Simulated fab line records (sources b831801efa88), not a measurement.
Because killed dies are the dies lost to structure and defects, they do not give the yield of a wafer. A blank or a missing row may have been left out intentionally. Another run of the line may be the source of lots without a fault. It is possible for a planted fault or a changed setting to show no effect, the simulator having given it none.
Which tool did it? :: flow gf180mcu :: Sampling: 13 lots, 39 wafers, 5 of 602 route steps

== WHAT EACH GAUGE READ, for each wafer ==
GF_M4_RS_MEAS_05: measurement is done with a four-point probe.
lot: L298
measured: day 22 22:26
on: film metro-01
M4_ALCU_RS (ohm/sq): 0.0691 0.0690 0.0693

lot: L301
measured: day 24 10:08
on: film metro-04
M4_ALCU_RS (ohm/sq): 0.0698 0.0698 0.0704

lot: L303
measured: day 25 09:13
on: film metro-03
M4_ALCU_RS (ohm/sq): 0.0697 0.0701 0.0699

lot: L305
measured: day 25 12:17
on: film metro-04
M4_ALCU_RS (ohm/sq): 0.0698 0.0702 0.0703

lot: L304
measured: day 25 16:42
on: film metro-01
M4_ALCU_RS (ohm/sq): 0.0692 0.0698 0.0694

lot: L306
measured: day 25 23:41
on: film metro-03
M4_ALCU_RS (ohm/sq): 0.0706 0.0708 0.0709

lot: L307
measured: day 26 14:33
on: film metro-03
M4_ALCU_RS (ohm/sq): 0.0693 0.0691 0.0694

lot: L309
measured: day 26 23:44
on: film metro-01
M4_ALCU_RS (ohm/sq): 0.0691 0.0678 0.0683

lot: L314
measured: day 28 09:30
on: film metro-04
M4_ALCU_RS (ohm/sq): 0.0701 0.0693 0.0694

lot: L313
measured: day 28 10:28
on: film metro-04
M4_ALCU_RS (ohm/sq): 0.0690 0.0692 0.0697

lot: L316
measured: day 29 02:16
on: film metro-01
M4_ALCU_RS (ohm/sq): 0.0693 0.0694 0.0696

lot: L318
measured: day 29 11:07
on: film metro-03
M4_ALCU_RS (ohm/sq): 0.0693 0.0691 0.0692

lot: L319
measured: day 29 16:28
on: film metro-01
M4_ALCU_RS (ohm/sq): 0.0693 0.0695 0.0696

GF_V4_THK_MEAS_01.
lot: L298
measured: day 23 22:40
on: film metro-01
V4_CVD_00_THK (nm): 607 605 609

lot: L301
measured: day 25 09:01
on: film metro-01
V4_CVD_00_THK (nm): 601 604 608

lot: L303
measured: day 26 07:13
on: film metro-02
V4_CVD_00_THK (nm): 604 604 609

lot: L305
measured: day 26 09:58
on: film metro-02
V4_CVD_00_THK (nm): 601 599 602

lot: L304
measured: day 26 14:51
on: film metro-04
V4_CVD_00_THK (nm): 600 606 604

lot: L306
measured: day 26 21:53
on: film metro-04
V4_CVD_00_THK (nm): 597 597 606

lot: L307
measured: day 27 12:25
on: film metro-01
V4_CVD_00_THK (nm): 596 611 612

lot: L309
measured: day 27 21:00
on: film metro-01
V4_CVD_00_THK (nm): 600 599 603

lot: L314
measured: day 29 05:30
on: film metro-01
V4_CVD_00_THK (nm): 595 600 599

lot: L313
measured: day 29 06:12
on: film metro-04
V4_CVD_00_THK (nm): 588 596 602

lot: L316
measured: day 29 22:55
on: film metro-01
V4_CVD_00_THK (nm): 616 603 600

lot: L318
measured: day 30 06:46
on: film metro-04
V4_CVD_00_THK (nm): 900 901 600

lot: L319
measured: day 30 12:29
on: film metro-02
V4_CVD_00_THK (nm): 589 606 900

GF_V4_BOW_MEAS_05.
lot: L298
measured: day 23 23:09
on: film metro-02
V4_BOW (um): 147 130 141

lot: L301
measured: day 25 09:39
on: film metro-01
V4_BOW (um): 143 127 147

lot: L303
measured: day 26 07:43
on: film metro-04
V4_BOW (um): 128 140 137

lot: L305
measured: day 26 10:28
on: film metro-04
V4_BOW (um): 138 138 134

lot: L304
measured: day 26 15:20
on: film metro-01
V4_BOW (um): 142 135 132

lot: L306
measured: day 26 22:23
on: film metro-01
V4_BOW (um): 151 144 143

lot: L307
measured: day 27 12:55
on: film metro-02
V4_BOW (um): 141 140 131

lot: L309
measured: day 27 21:31
on: film metro-02
V4_BOW (um): 126 133 140

lot: L314
measured: day 29 05:59
on: film metro-01
V4_BOW (um): 147 143 131

lot: L313
measured: day 29 06:41
on: film metro-02
V4_BOW (um): 144 134 130

lot: L316
measured: day 29 23:26
on: film metro-02
V4_BOW (um): 133 137 136

lot: L318
measured: day 30 07:16
on: film metro-04
V4_BOW (um): 153 143 136

lot: L319
measured: day 30 13:11
on: film metro-04
V4_BOW (um): 134 130 152

== WHICH TOOL RAN EACH LOT (tool, then ch and the chambers of the sampled wafers, then the start) ==
lot: L298
GF_M4_SPUTTER_04: pvd sputter-03, day 22 22:23
GF_V4_CVD_00: hdpcvd-01 ch 0,1, day 23 22:35

lot: L301
GF_M4_SPUTTER_04: pvd sputter-03, day 24 10:04
GF_V4_CVD_00: hdpcvd-01 ch 0,1,2, day 25 08:56

lot: L303
GF_M4_SPUTTER_04: pvd sputter-03, day 25 09:10
GF_V4_CVD_00: hdpcvd-01 ch 0,1, day 26 07:08

lot: L305
GF_M4_SPUTTER_04: pvd sputter-04, day 25 12:13
GF_V4_CVD_00: hdpcvd-02 ch 0,1,2, day 26 09:52

lot: L304
GF_M4_SPUTTER_04: pvd sputter-03, day 25 16:40
GF_V4_CVD_00: hdpcvd-01 ch 0,2, day 26 14:47

lot: L306
GF_M4_SPUTTER_04: pvd sputter-03, day 25 23:39
GF_V4_CVD_00: hdpcvd-01 ch 0,1,2, day 26 21:49

lot: L307
GF_M4_SPUTTER_04: pvd sputter-01, day 26 14:31
GF_V4_CVD_00: hdpcvd-02 ch 0,1, day 27 12:21

lot: L309
GF_M4_SPUTTER_04: pvd sputter-01, day 26 23:39
GF_V4_CVD_00: hdpcvd-01 ch 0,1,2, day 27 20:55

lot: L314
GF_M4_SPUTTER_04: pvd sputter-03, day 28 09:28
GF_V4_CVD_00: hdpcvd-02 ch 0,1, day 29 05:25

lot: L313
GF_M4_SPUTTER_04: pvd sputter-03, day 28 10:25
GF_V4_CVD_00: hdpcvd-01 ch 1,2, day 29 06:07

lot: L316
GF_M4_SPUTTER_04: pvd sputter-01, day 29 02:10
GF_V4_CVD_00: hdpcvd-02 ch 0,1,2, day 29 22:50

lot: L318
GF_M4_SPUTTER_04: pvd sputter-04, day 29 11:04
GF_V4_CVD_00: hdpcvd-01 ch 0,2, day 30 06:41

lot: L319
GF_M4_SPUTTER_04: pvd sputter-03, day 29 16:23
GF_V4_CVD_00: hdpcvd-01 ch 0,1,2, day 30 12:23
- GF_M4_SPUTTER_04: material TiN, target thk 50 nm, time 41.7 s.
- GF_V4_CVD_00: deposits SiO2, target thk 600 nm, time 100 s.

== AS READ BY THE TOOLS THEMSELVES (means over the sampled wafers that have a number; for cases with no such wafer, the mark the record gives instead) ==
GF_M4_SPUTTER_04.
lot: L298
tool: pvd sputter-03
throttle valve pct (%): 29.3

lot: L301
tool: pvd sputter-03
throttle valve pct (%): 30.0

lot: L303
tool: pvd sputter-03
throttle valve pct (%): 30.5

lot: L305
tool: pvd sputter-04
throttle valve pct (%): 30.3

lot: L304
tool: pvd sputter-03
throttle valve pct (%): 29.6

lot: L306
tool: pvd sputter-03
throttle valve pct (%): 30.6

lot: L307
tool: pvd sputter-01
throttle valve pct (%): 30.7

lot: L309
tool: pvd sputter-01
throttle valve pct (%): 30.7

lot: L314
tool: pvd sputter-03
throttle valve pct (%): 31.1

lot: L313
tool: pvd sputter-03
throttle valve pct (%): 30.4

lot: L316
tool: pvd sputter-01
throttle valve pct (%): 30.6

lot: L318
tool: pvd sputter-04
throttle valve pct (%): 30.1

lot: L319
tool: pvd sputter-03
throttle valve pct (%): 31.3

GF_V4_CVD_00.
lot: L298
tool: hdpcvd-01
sih4 flow sccm (sccm): 59.96

lot: L301
tool: hdpcvd-01
sih4 flow sccm (sccm): 59.95

lot: L303
tool: hdpcvd-01
sih4 flow sccm (sccm): 60.08

lot: L305
tool: hdpcvd-02
sih4 flow sccm (sccm): 59.93

lot: L304
tool: hdpcvd-01
sih4 flow sccm (sccm): 60.09

lot: L306
tool: hdpcvd-01
sih4 flow sccm (sccm): 60.04

lot: L307
tool: hdpcvd-02
sih4 flow sccm (sccm): 60.18

lot: L309
tool: hdpcvd-01
sih4 flow sccm (sccm): 60.03

lot: L314
tool: hdpcvd-02
sih4 flow sccm (sccm): 59.88

lot: L313
tool: hdpcvd-01
sih4 flow sccm (sccm): 60.14

lot: L316
tool: hdpcvd-02
sih4 flow sccm (sccm): 59.92

lot: L318
tool: hdpcvd-01
sih4 flow sccm (sccm): 79.89

lot: L319
tool: hdpcvd-01
sih4 flow sccm (sccm): 69.89

== THE ANSWER, worked out from the rows above alone ==
Rule: what is usual is taken from the lots themselves. Put in order of their means at a reading, lots are off if they are a third of the lots or fewer, leave a main group of 4 or more, and stand apart from it by a gap of 3 or more times the standard deviation of the main group's means; of several such gaps the widest counts. A main group is skipped when, at the precision printed for the reading in the tables above, its means are all equal. A lot without any number at a reading at which 4 lots or more have one is off too. Where the step has rows for the other lots, those lots are counted as sound. After the gauges, taken in route order, come the tools' own readings; for these a lot's mean is taken, as printed above. The first step at which some lot is off is used, and at that step the reading that is off furthest; a lot without a number counts as furthest.
Off: L318, L319, seen at GF_V4_THK_MEAS_01 (V4_CVD_00_THK). The main group has a mean of 603 nm with a standard deviation of 3.7.
If a tool, at a process step before that reading, ran all the lots that are off and no sound lot after the first of them, it fits. The gauges at GF_V4_THK_MEAS_01 aren't tried: what is off there is off at GF_V4_CVD_00 too, on other tools, and a gauge's error can't cause that. One fits: hdpcvd-01 at GF_V4_CVD_00. A fault onset in the window from L313 (day 29 06:07, its last sound lot) to L318 (day 30 06:41, its first lot off) fits.
The tool's own readings at GF_V4_CVD_00 bear it out: on the lots that are off they differ by more than 5 times the standard deviation of the sound lots' means. sih4 flow sccm reads 74.89 sccm there against 60.02 sccm on the sound lots.

== WHAT THE SIMULATOR HAD PUT IN ==
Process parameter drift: hdpcvd-01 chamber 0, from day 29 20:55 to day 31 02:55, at GF_V4_CVD_00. The setting sih4 flow sccm was moved by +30, starting from 60. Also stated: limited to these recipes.
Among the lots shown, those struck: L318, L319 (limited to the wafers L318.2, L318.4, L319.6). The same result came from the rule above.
